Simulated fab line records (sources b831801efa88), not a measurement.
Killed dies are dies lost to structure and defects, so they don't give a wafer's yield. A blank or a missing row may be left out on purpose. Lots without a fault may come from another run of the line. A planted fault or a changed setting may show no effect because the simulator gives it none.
fab line records    flow gf180mcu
[record] lots = 24  wafers = 72  last-day = 34
route steps=602 shown M1@320 M2@367 V3@434 M4@462 V5@557 TOP_METAL@572
lots that met no fault: from a run of the same line without faults
start-h: the number of hours between the record's first day and the start of the first shown wafer of the lot    wait-h: how many hours have passed since the lot's step before this one    " unchanged from the row above    L1.1+2: one row covering several wafers at once    - value missing, or start not given    * or withheld: withheld    < > ~ a bound
route shown NAME@n: names a module that has steps shown in the file, with the first one's number in the route    usual: the fault-free wafers' mean and standard deviation    same: alike in all rows    chamber/n: place in a boat    sites: each site's reading    _std_site: standard deviation across them    _edge_site: the outer-site mean with the inner-site mean subtracted    radius-mm: for every site, how far away it sits from the centre of the wafer    mask NAME#n: copy n    behind: tool/chamber where the wafer was last shaped    hold: cause of the lot's hold/its duration in hours/its outcome    device: the n, p or np transistor that did not switch    end of line: the route-end tests of the same wafers    where a step has no rows: the recipe by itself    killed: not the wafer's yield, but the dies lost to structure and defects at the first sort    map: per-die view of a wafer (x killed, . not killed, _ where there is no die)
set.NAME: the run value of the setting; set.NAME@STEP: its run value at that earlier step    model.NAME: the simulator's own value behind a step, which no gauge read
a sample of lots followed through the steps of the route, with each step as a table and each wafer as a row
services: a tool's chamber out of use, with start hour (start-h, from the record's first day; less than 0 if before it), hours out, and reason
[[steps]]
[step GF_M1_RS_MEAS_05]
[recipe] thk-meas-gauge = four-point-probe  reads = TiN_of_M1_SPUTTER_04+Ti_of_M1_SPUTTER_03+AlCu_of_M1_SPUTTER_02+TiN_of_M1_SPUTTER_01+Ti_of_M1_SPUTTER_00
[usual] M1_ALCU_RS = 0.0696/0.00084
lot.wafer  tool           chamber  start-h  wait-h  M1_ALCU_RS[ohm/sq]
L074.1     film-metro-01  -        344.22   0.0     0.0688
L074.2     "              -        "        "       0.0690
L074.3     "              -        "        "       0.0687
L075.1     film-metro-01  -        349.88   0.0     0.0692
L075.2     "              -        "        "       0.0701
L075.3     "              -        "        "       0.0696
L076.2     film-metro-02  -        368.07   0.0     0.0685
L076.4     "              -        "        "       0.0699
L076.5     "              -        "        "       0.0689
L077.2     film-metro-02  -        369.99   0.0     0.0702
L077.5     "              -        "        "       0.0705
L077.6     "              -        "        "       0.0695
L078.2     film-metro-02  -        376.28   0.0     0.0697
L078.3     "              -        "        "       0.0700
L078.6     "              -        "        "       0.0703
L079.2     film-metro-02  -        385.09   0.0     0.0688
L079.5     "              -        "        "       0.0690
L079.6     "              -        "        "       0.0701
L080.2     film-metro-01  -        452.49   0.0     0.0705
L080.3     "              -        "        "       0.0707
L080.5     "              -        "        "       0.0707
L081.1     film-metro-01  -        456.05   0.0     0.0684
L081.3     "              -        "        "       0.0687
L081.5     "              -        "        "       0.0675
L082.3     film-metro-02  -        459.06   0.1     0.0700
L082.4     "              -        "        "       0.0704
L082.5     "              -        "        "       0.0699
L084.2     film-metro-04  -        459.97   0.0     0.0686
L084.3     "              -        "        "       0.0690
L084.4     "              -        "        "       0.0697
L083.1     film-metro-04  -        463.32   0.0     0.0689
L083.2     "              -        "        "       0.0687
L083.5     "              -        "        "       0.0674
L085.1     film-metro-02  -        465.35   0.0     0.0701
L085.2     "              -        "        "       0.0708
L085.6     "              -        "        "       0.0708
L086.2     film-metro-01  -        466.82   0.0     0.0691
L086.4     "              -        "        "       0.0702
L086.6     "              -        "        "       0.0699
L087.1     film-metro-02  -        480.62   0.0     0.0687
L087.2     "              -        "        "       0.0699
L087.5     "              -        "        "       0.0687
L088.1     film-metro-01  -        502.61   0.0     0.0694
L088.4     "              -        "        "       0.0705
L088.6     "              -        "        "       0.0707
L089.2     film-metro-02  -        504.57   0.0     0.0701
L089.3     "              -        "        "       0.0705
L089.4     "              -        "        "       0.0702
L090.1     film-metro-01  -        511.10   0.0     0.0688
L090.3     "              -        "        "       0.0693
L090.4     "              -        "        "       0.0707
L091.2     film-metro-02  -        523.21   0.0     0.0703
L091.5     "              -        "        "       0.0700
L091.6     "              -        "        "       0.0709
L092.1     film-metro-01  -        534.18   0.0     0.0698
L092.2     "              -        "        "       0.0699
L092.5     "              -        "        "       0.0697
L094.1     film-metro-01  -        549.99   0.0     0.0687
L094.3     "              -        "        "       0.0698
L094.5     "              -        "        "       0.0690
L093.2     film-metro-04  -        551.03   0.0     0.0688
L093.5     "              -        "        "       0.0702
L093.6     "              -        "        "       0.0689
L095.2     film-metro-02  -        559.03   0.0     0.0690
L095.3     "              -        "        "       0.0699
L095.4     "              -        "        "       0.0684
L097.2     film-metro-01  -        571.04   0.0     0.0695
L097.4     "              -        "        "       0.0693
L097.6     "              -        "        "       0.0687
L096.2     film-metro-01  -        571.92   0.0     0.0690
L096.5     "              -        "        "       0.0691
L096.6     "              -        "        "       0.0689
[step GF_M2_RS_MEAS_05]
[recipe] thk-meas-gauge = four-point-probe  reads = TiN_of_M2_SPUTTER_04+Ti_of_M2_SPUTTER_03+AlCu_of_M2_SPUTTER_02+TiN_of_M2_SPUTTER_01+Ti_of_M2_SPUTTER_00
[usual] M2_ALCU_RS = 0.0696/0.00065
lot.wafer  tool           chamber  start-h  wait-h  M2_ALCU_RS[ohm/sq]
L074.1     film-metro-02  -        391.52   0.0     0.0702
L074.2     "              -        "        "       0.0692
L074.3     "              -        "        "       0.0695
L075.1     film-metro-01  -        396.93   0.0     0.0693
L075.2     "              -        "        "       0.0696
L075.3     "              -        "        "       0.0696
L076.2     film-metro-03  -        418.74   0.0     0.0687
L076.4     "              -        "        "       0.0699
L076.5     "              -        "        "       0.0686
L077.2     film-metro-01  -        420.41   0.0     0.0691
L077.5     "              -        "        "       0.0694
L077.6     "              -        "        "       0.0702
L078.2     film-metro-01  -        426.29   0.0     0.0696
L078.3     "              -        "        "       0.0699
L078.6     "              -        "        "       0.0689
L079.2     film-metro-01  -        436.92   0.0     0.0700
L079.5     "              -        "        "       0.0690
L079.6     "              -        "        "       0.0695
L080.2     film-metro-03  -        504.15   0.0     0.0694
L080.3     "              -        "        "       0.0697
L080.5     "              -        "        "       0.0697
L081.1     film-metro-01  -        508.05   0.0     0.0710
L081.3     "              -        "        "       0.0707
L081.5     "              -        "        "       0.0709
L082.3     film-metro-02  -        510.49   0.1     0.0695
L082.4     "              -        "        "       0.0686
L082.5     "              -        "        "       0.0693
L084.2     film-metro-01  -        511.47   0.0     0.0700
L084.3     "              -        "        "       0.0705
L084.4     "              -        "        "       0.0699
L083.1     film-metro-02  -        514.16   0.0     0.0700
L083.2     "              -        "        "       0.0703
L083.5     "              -        "        "       0.0696
L085.1     film-metro-01  -        516.45   0.0     0.0695
L085.2     "              -        "        "       0.0690
L085.6     "              -        "        "       0.0689
L086.2     film-metro-01  -        517.85   0.0     0.0685
L086.4     "              -        "        "       0.0685
L086.6     "              -        "        "       0.0682
L087.1     film-metro-03  -        530.82   0.0     0.0694
L087.2     "              -        "        "       0.0693
L087.5     "              -        "        "       0.0689
L088.1     film-metro-03  -        551.01   0.0     0.0695
L088.4     "              -        "        "       0.0694
L088.6     "              -        "        "       0.0700
L089.2     film-metro-02  -        553.83   0.0     0.0688
L089.3     "              -        "        "       0.0692
L089.4     "              -        "        "       0.0688
L090.1     film-metro-01  -        559.09   0.0     0.0691
L090.3     "              -        "        "       0.0693
L090.4     "              -        "        "       0.0690
L091.2     film-metro-01  -        570.65   0.0     0.0708
L091.5     "              -        "        "       0.0704
L091.6     "              -        "        "       0.0706
L092.1     film-metro-01  -        580.59   0.0     0.0687
L092.2     "              -        "        "       0.0695
L092.5     "              -        "        "       0.0687
L094.1     film-metro-01  -        595.31   0.0     0.0698
L094.3     "              -        "        "       0.0692
L094.5     "              -        "        "       0.0696
L093.2     film-metro-03  -        597.02   0.0     0.0709
L093.5     "              -        "        "       0.0698
L093.6     "              -        "        "       0.0710
L095.2     film-metro-03  -        604.47   0.0     0.0698
L095.3     "              -        "        "       0.0703
L095.4     "              -        "        "       0.0694
L097.2     film-metro-02  -        615.42   0.0     0.0695
L097.4     "              -        "        "       0.0696
L097.6     "              -        "        "       0.0692
L096.2     film-metro-01  -        616.05   0.0     0.0696
L096.5     "              -        "        "       0.0700
L096.6     "              -        "        "       0.0693
[step GF_V3_BOW_MEAS_05]
[recipe] mode = bow
[usual] V3_BOW = 118/8.9
lot.wafer  tool           chamber  start-h  wait-h  V3_BOW[um]
L074.1     film-metro-04  -        469.73   0.1     130
L074.2     "              -        "        "       118
L074.3     "              -        "        "       129
L075.1     film-metro-03  -        475.18   0.2     130
L075.2     "              -        "        "       108
L075.3     "              -        "        "       130
L076.2     film-metro-01  -        496.16   0.1     103
L076.4     "              -        "        "       107
L076.5     "              -        "        "       108
L077.2     film-metro-03  -        497.17   0.3     114
L077.5     "              -        "        "       137
L077.6     "              -        "        "       130
L078.2     film-metro-04  -        504.21   0.1     107
L078.3     "              -        "        "       110
L078.6     "              -        "        "       114
L079.2     film-metro-03  -        514.58   0.1     108
L079.5     "              -        "        "       123
L079.6     "              -        "        "       127
L080.2     film-metro-03  -        575.87   0.1     117
L080.3     "              -        "        "       116
L080.5     "              -        "        "       110
L081.1     film-metro-04  -        579.23   0.1     117
L081.3     "              -        "        "       130
L081.5     "              -        "        "       130
L082.3     film-metro-01  -        580.25   0.3     118
L082.4     "              -        "        "       122
L082.5     "              -        "        "       120
L084.2     film-metro-01  -        582.61   0.1     102
L084.3     "              -        "        "       123
L084.4     "              -        "        "       117
L083.1     film-metro-01  -        583.78   0.2     118
L083.2     "              -        "        "       113
L083.5     "              -        "        "       111
L085.1     film-metro-03  -        586.79   0.1     117
L085.2     "              -        "        "       111
L085.6     "              -        "        "       122
L086.2     film-metro-01  -        587.44   0.2     119
L086.4     "              -        "        "       114
L086.6     "              -        "        "       123
L087.1     film-metro-04  -        600.17   0.1     115
L087.2     "              -        "        "       121
L087.5     "              -        "        "       119
L088.1     film-metro-01  -        618.42   0.2     111
L088.4     "              -        "        "       106
L088.6     "              -        "        "       107
L089.2     film-metro-01  -        620.86   0.2     115
L089.3     "              -        "        "       124
L089.4     "              -        "        "       127
L090.1     film-metro-01  -        626.10   0.1     125
L090.3     "              -        "        "       132
L090.4     "              -        "        "       129
L091.2     film-metro-01  -        635.94   0.2     122
L091.5     "              -        "        "       119
L091.6     "              -        "        "       120
L092.1     film-metro-04  -        646.27   0.1     128
L092.2     "              -        "        "       116
L092.5     "              -        "        "       132
L094.1     film-metro-01  -        658.99   0.2     114
L094.3     "              -        "        "       118
L094.5     "              -        "        "       122
L093.2     film-metro-03  -        659.18   0.2     124
L093.5     "              -        "        "       124
L093.6     "              -        "        "       110
L095.2     film-metro-01  -        667.46   0.3     127
L095.3     "              -        "        "       121
L095.4     "              -        "        "       127
L097.2     film-metro-01  -        678.23   0.1     106
L097.4     "              -        "        "       101
L097.6     "              -        "        "       108
L096.2     film-metro-01  -        678.58   0.2     118
L096.5     "              -        "        "       121
L096.6     "              -        "        "       101
[step GF_M4_THK_MEAS_06]
[recipe] thk-meas-gauge = xrf  reads = AlCu_of_M4_SPUTTER_02
[usual] M4_ALCU_THK = 450/5.3
lot.wafer  tool           chamber  start-h  wait-h  M4_ALCU_THK[nm]
L074.1     film-metro-03  -        496.00   0.1     447
L074.2     "              -        "        "       445
L074.3     "              -        "        "       444
L075.1     film-metro-01  -        500.43   0.1     443
L075.2     "              -        "        "       454
L075.3     "              -        "        "       451
L076.2     film-metro-01  -        522.14   0.1     449
L076.4     "              -        "        "       446
L076.5     "              -        "        "       450
L077.2     film-metro-01  -        522.93   0.1     453
L077.5     "              -        "        "       452
L077.6     "              -        "        "       452
L078.2     film-metro-01  -        529.54   0.1     456
L078.3     "              -        "        "       453
L078.6     "              -        "        "       457
L079.2     film-metro-01  -        539.46   0.1     461
L079.5     "              -        "        "       448
L079.6     "              -        "        "       461
L080.2     film-metro-02  -        598.69   0.1     449
L080.3     "              -        "        "       458
L080.5     "              -        "        "       457
L081.1     film-metro-01  -        601.48   0.1     441
L081.3     "              -        "        "       437
L081.5     "              -        "        "       453
L082.3     film-metro-02  -        603.35   0.1     456
L082.4     "              -        "        "       460
L082.5     "              -        "        "       461
L084.2     film-metro-01  -        605.18   0.1     452
L084.3     "              -        "        "       454
L084.4     "              -        "        "       450
L083.1     film-metro-01  -        606.17   0.1     445
L083.2     "              -        "        "       447
L083.5     "              -        "        "       447
L085.1     film-metro-01  -        609.28   0.1     448
L085.2     "              -        "        "       446
L085.6     "              -        "        "       445
L086.2     film-metro-01  -        610.24   0.1     451
L086.4     "              -        "        "       446
L086.6     "              -        "        "       451
L087.1     film-metro-01  -        622.46   0.1     445
L087.2     "              -        "        "       453
L087.5     "              -        "        "       456
L088.1     film-metro-03  -        640.63   0.1     436
L088.4     "              -        "        "       443
L088.6     "              -        "        "       443
L089.2     film-metro-03  -        642.59   0.1     457
L089.3     "              -        "        "       452
L089.4     "              -        "        "       445
L090.1     film-metro-02  -        648.22   0.1     451
L090.3     "              -        "        "       446
L090.4     "              -        "        "       452
L091.2     film-metro-03  -        657.61   0.1     445
L091.5     "              -        "        "       446
L091.6     "              -        "        "       453
L092.1     film-metro-01  -        666.98   0.1     450
L092.2     "              -        "        "       457
L092.5     "              -        "        "       455
L094.1     film-metro-01  -        679.23   0.1     449
L094.3     "              -        "        "       438
L094.5     "              -        "        "       442
L093.2     film-metro-03  -        679.73   0.1     458
L093.5     "              -        "        "       459
L093.6     "              -        "        "       451
L095.2     film-metro-01  -        687.37   0.1     443
L095.3     "              -        "        "       446
L095.4     "              -        "        "       444
L097.2     film-metro-03  -        697.94   0.1     454
L097.4     "              -        "        "       453
L097.6     "              -        "        "       454
L096.2     film-metro-01  -        698.10   0.1     445
L096.5     "              -        "        "       449
L096.6     "              -        "        "       451
[step GF_V5_ETCH_17]
[recipe] chemistry = C4F8/O2/Ar  mask-material = KrF  target = SiO2  stop-on = TiN  source-w = 1500  bias-w = 1200  pressure-mtorr = 40  c4f8-flow-sccm = withheld  O2_flow_sccm = 6  Ar_flow_sccm = 300  time-s = withheld  target-depth-a = 8550
[usual] chamber-pressure-mTorr = 40.00/0.034  oes-product-au = 0.859/0.0048
lot.wafer  tool         chamber  start-h  wait-h  chamber-pressure-mTorr  oes-product-au
L074.1     rie-diel-03  2        -        -       39.97                   0.859
L074.2     "            0        "        "       40.03                   0.863
L074.3     "            3        "        "       40.03                   0.864
L075.1     rie-diel-03  2        -        -       40.05                   0.862
L075.2     "            3        "        "       40.06                   0.863
L075.3     "            0        "        "       40.04                   0.858
L076.2     rie-diel-04  3        -        -       39.97                   0.855
L076.4     "            1        "        "       40.00                   0.853
L076.5     "            3        "        "       40.04                   0.864
L077.2     rie-diel-02  0        -        -       40.04                   0.861
L077.5     "            1        "        "       40.01                   0.863
L077.6     "            0        "        "       40.01                   0.868
L078.2     rie-diel-03  0        -        -       40.02                   0.860
L078.3     "            2        "        "       40.00                   0.860
L078.6     "            0        "        "       40.02                   0.863
L079.2     rie-diel-04  2        -        -       39.98                   0.861
L079.5     "            0        "        "       39.96                   0.851
L079.6     "            3        "        "       39.99                   0.865
L080.2     rie-diel-02  3        -        -       39.98                   0.870
L080.3     "            2        "        "       40.05                   0.859
L080.5     "            3        "        "       39.97                   0.857
L081.1     rie-diel-04  3        -        -       40.03                   0.857
L081.3     "            2        "        "       39.98                   0.855
L081.5     "            0        "        "       39.96                   0.858
L082.3     rie-diel-03  1        -        -       40.04                   0.867
L082.4     "            0        "        "       39.95                   0.861
L082.5     "            2        "        "       39.97                   0.858
L084.2     rie-diel-04  2        -        -       40.03                   0.863
L084.3     "            0        "        "       39.97                   0.856
L084.4     "            1        "        "       40.00                   0.865
L083.1     rie-diel-02  3        -        -       39.98                   0.855
L083.2     "            1        "        "       39.96                   0.872
L083.5     "            0        "        "       40.03                   0.868
L085.1     rie-diel-04  3        -        -       39.98                   0.853
L085.2     "            2        "        "       40.04                   0.851
L085.6     "            3        "        "       39.96                   0.860
L086.2     rie-diel-02  3        -        -       39.95                   0.862
L086.4     "            1        "        "       40.02                   0.858
L086.6     "            1        "        "       39.99                   0.854
L087.1     rie-diel-02  0        -        -       40.00                   0.855
L087.2     "            2        "        "       40.01                   0.866
L087.5     "            2        "        "       39.96                   0.862
L088.1     rie-diel-04  2        -        -       39.97                   0.858
L088.4     "            1        "        "       40.02                   0.868
L088.6     "            0        "        "       39.99                   0.863
L089.2     rie-diel-02  0        -        -       39.99                   0.858
L089.3     "            3        "        "       40.01                   0.850
L089.4     "            1        "        "       39.97                   0.859
L090.1     rie-diel-02  0        -        -       40.03                   0.852
L090.3     "            1        "        "       40.01                   0.855
L090.4     "            0        "        "       40.00                   0.849
L091.2     rie-diel-04  1        -        -       39.98                   0.871
L091.5     "            2        "        "       39.96                   0.851
L091.6     "            1        "        "       40.02                   0.865
L092.1     rie-diel-04  0        -        -       39.96                   0.854
L092.2     "            2        "        "       39.97                   0.858
L092.5     "            0        "        "       39.96                   0.863
L094.1     rie-diel-03  0        -        -       40.00                   0.865
L094.3     "            1        "        "       40.04                   0.857
L094.5     "            0        "        "       39.95                   0.862
L093.2     rie-diel-02  1        -        -       40.03                   0.856
L093.5     "            0        "        "       40.00                   0.859
L093.6     "            3        "        "       40.01                   0.862
L095.2     rie-diel-03  1        -        -       39.99                   0.849
L095.3     "            2        "        "       40.03                   0.858
L095.4     "            3        "        "       40.02                   0.857
L097.2     rie-diel-03  0        -        -       40.02                   0.855
L097.4     "            1        "        "       40.01                   0.862
L097.6     "            3        "        "       40.01                   0.862
L096.2     rie-diel-04  1        -        -       40.00                   0.865
L096.5     "            1        "        "       39.93                   0.867
L096.6     "            2        "        "       40.04                   0.862
[step GF_TOP_METAL_RS_MEAS_05]
[recipe] thk-meas-gauge = four-point-probe  reads = TiN_of_TOP_METAL_SPUTTER_04+Ti_of_TOP_METAL_SPUTTER_03+AlCu_of_TOP_METAL_SPUTTER_02+TiN_of_TOP_METAL_SPUTTER_01+Ti_of_TOP_METAL_SPUTTER_00
[usual] TOP_METAL_ALCU_RS = 0.0328/0.00033
lot.wafer  tool           chamber  start-h  wait-h  TOP_METAL_ALCU_RS[ohm/sq]
L074.1     film-metro-01  -        613.41   0.0     0.0327
L074.2     "              -        "        "       0.0328
L074.3     "              -        "        "       0.0325
L075.1     film-metro-03  -        615.07   0.0     0.0329
L075.2     "              -        "        "       0.0327
L075.3     "              -        "        "       0.0322
L076.2     film-metro-03  -        634.14   0.0     0.0325
L076.4     "              -        "        "       0.0323
L076.5     "              -        "        "       0.0324
L077.2     film-metro-02  -        635.34   0.0     0.0332
L077.5     "              -        "        "       0.0334
L077.6     "              -        "        "       0.0334
L078.2     film-metro-03  -        641.77   0.0     0.0330
L078.3     "              -        "        "       0.0328
L078.6     "              -        "        "       0.0330
L079.2     film-metro-01  -        650.42   0.0     0.0325
L079.5     "              -        "        "       0.0324
L079.6     "              -        "        "       0.0321
L080.2     film-metro-01  -        701.89   0.0     0.0328
L080.3     "              -        "        "       0.0332
L080.5     "              -        "        "       0.0330
L081.1     film-metro-03  -        705.18   0.0     0.0329
L081.3     "              -        "        "       0.0331
L081.5     "              -        "        "       0.0324
L082.3     film-metro-03  -        705.95   0.1     0.0330
L082.4     "              -        "        "       0.0331
L082.5     "              -        "        "       0.0329
L084.2     film-metro-01  -        706.44   0.0     0.0325
L084.3     "              -        "        "       0.0330
L084.4     "              -        "        "       0.0329
L083.1     film-metro-01  -        708.92   0.0     0.0329
L083.2     "              -        "        "       0.0333
L083.5     "              -        "        "       0.0330
L085.1     film-metro-03  -        710.17   0.0     0.0324
L085.2     "              -        "        "       0.0322
L085.6     "              -        "        "       0.0324
L086.2     film-metro-02  -        711.74   0.0     0.0327
L086.4     "              -        "        "       0.0323
L086.6     "              -        "        "       0.0322
L087.1     film-metro-02  -        721.82   0.0     0.0325
L087.2     "              -        "        "       0.0325
L087.5     "              -        "        "       0.0327
L088.1     film-metro-02  -        739.02   0.0     0.0325
L088.4     "              -        "        "       0.0327
L088.6     "              -        "        "       0.0324
L089.2     film-metro-01  -        741.07   0.0     0.0331
L089.3     "              -        "        "       0.0332
L089.4     "              -        "        "       0.0331
L090.1     film-metro-03  -        745.30   0.0     0.0330
L090.3     "              -        "        "       0.0325
L090.4     "              -        "        "       0.0331
L091.2     film-metro-01  -        754.15   0.0     0.0328
L091.5     "              -        "        "       0.0328
L091.6     "              -        "        "       0.0328
L092.1     film-metro-01  -        763.30   0.0     0.0329
L092.2     "              -        "        "       0.0329
L092.5     "              -        "        "       0.0329
L094.1     film-metro-01  -        773.07   0.0     0.0327
L094.3     "              -        "        "       0.0331
L094.5     "              -        "        "       0.0327
L093.2     film-metro-03  -        773.56   0.0     0.0330
L093.5     "              -        "        "       0.0330
L093.6     "              -        "        "       0.0330
L095.2     film-metro-01  -        779.26   0.0     0.0324
L095.3     "              -        "        "       0.0325
L095.4     "              -        "        "       0.0330
L097.2     film-metro-03  -        790.58   0.0     0.0329
L097.4     "              -        "        "       0.0328
L097.6     "              -        "        "       0.0324
L096.2     film-metro-01  -        790.88   0.0     0.0323
L096.5     "              -        "        "       0.0324
L096.6     "              -        "        "       0.0327
[[services]]
tool         chamber  start-h  hours  kind
rie-diel-04  2        592.89   4.2    repair
rie-diel-04  0        592.95   10.7   repair
rie-diel-03  1        602.70   -      clean
rie-diel-03  1        602.70   28.0   scheduled-down
rie-diel-03  1        602.70   28.0   vent-cycle
rie-diel-04  0        622.97   -      clean
rie-diel-04  0        622.97   21.7   scheduled-down
rie-diel-04  0        622.97   21.7   vent-cycle
rie-diel-03  1        640.38   1.8    repair
rie-diel-02  -        651.76   0.3    repair
rie-diel-03  2        652.00   3.9    repair
rie-diel-04  0        652.07   8.1    repair
rie-diel-03  0        680.81   8.2    repair
rie-diel-03  3        700.27   8.1    repair
rie-diel-03  -        706.11   1.0    repair
rie-diel-02  1        713.22   22.2   repair
rie-diel-04  3        715.47   3.6    repair
rie-diel-02  3        739.71   12.0   repair
rie-diel-02  -        777.89   14.6   pm
rie-diel-04  0        780.77   12.6   repair
[[key]]
fault none
